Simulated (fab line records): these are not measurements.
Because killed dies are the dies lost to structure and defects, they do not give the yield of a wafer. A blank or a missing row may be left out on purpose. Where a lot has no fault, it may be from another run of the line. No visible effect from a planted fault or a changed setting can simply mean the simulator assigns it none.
What tool caused it?    flow sky130    7 lots with 21 wafers sampled at 2 steps, on a route of 708 steps

== WHAT THE GAUGES SHOWED, per wafer ==
SKY_LDD_HVN_TW_MEAS_10.
lot   measured      on             LDD_HVN_TW
L604  day 21 06:23  film-metro-04  1453 1461 1451
L607  day 22 08:44  film-metro-04  1443 1456 1442
L612  day 25 06:42  film-metro-04  1437 1437 1443
L615  day 25 11:43  film-metro-02  30 30 30
L618  day 26 08:56  film-metro-04  1447 1440 1446
L623  day 27 21:19  film-metro-01  1423 1410 1424
L625  day 29 06:10  film-metro-04  1440 1443 1440

== WHICH TOOL RAN EACH LOT (tool, then ch and the chambers of the sampled wafers, then the start) ==
lot   SKY_LDD_HVN_IMPLANT_08
L604  implanter-02 ch 0, day 21 06:10
L607  implanter-04 ch 0, day 22 08:29
L612  implanter-01 ch 0, day 25 06:27
L615  implanter-01, day 25 11:28
L618  implanter-02 ch 0, day 26 08:41
L623  implanter-04 ch 0, day 27 21:05
L625  implanter-04 ch 0, day 29 05:55
- SKY_LDD_HVN_IMPLANT_08

== THE ANSWER, worked out from the rows above alone ==
Rule: what is usual is taken from the lots themselves. Put in order of their means at a reading, lots are off if they are a third of the lots or fewer, leave a main group of 4 or more, and stand apart from it by a gap of 3 or more times the standard deviation of the main group's means; of several such gaps the widest counts. The tables above print the reading to a certain number of digits; a main group whose means all agree to those digits is not used. Also off: a lot with no number at a reading for which 4 or more lots have one. Any other lot the step has rows for is counted as sound.
Off: at SKY_LDD_HVN_TW_MEAS_10 (LDD_HVN_TW), L615. The main group has a mean of 1441 with a standard deviation of 11.
If a tool, at a process step before that reading, ran all the lots that are off and no sound lot after the first of them, it fits. Gauges at SKY_LDD_HVN_TW_MEAS_10: tried the same way as those tools. Undecided on this evidence; 2 tools fit (implanter-01 at SKY_LDD_HVN_IMPLANT_08, film-metro-02 at SKY_LDD_HVN_TW_MEAS_10).

== WHAT HAD BEEN PUT IN BY THE SIMULATOR ==
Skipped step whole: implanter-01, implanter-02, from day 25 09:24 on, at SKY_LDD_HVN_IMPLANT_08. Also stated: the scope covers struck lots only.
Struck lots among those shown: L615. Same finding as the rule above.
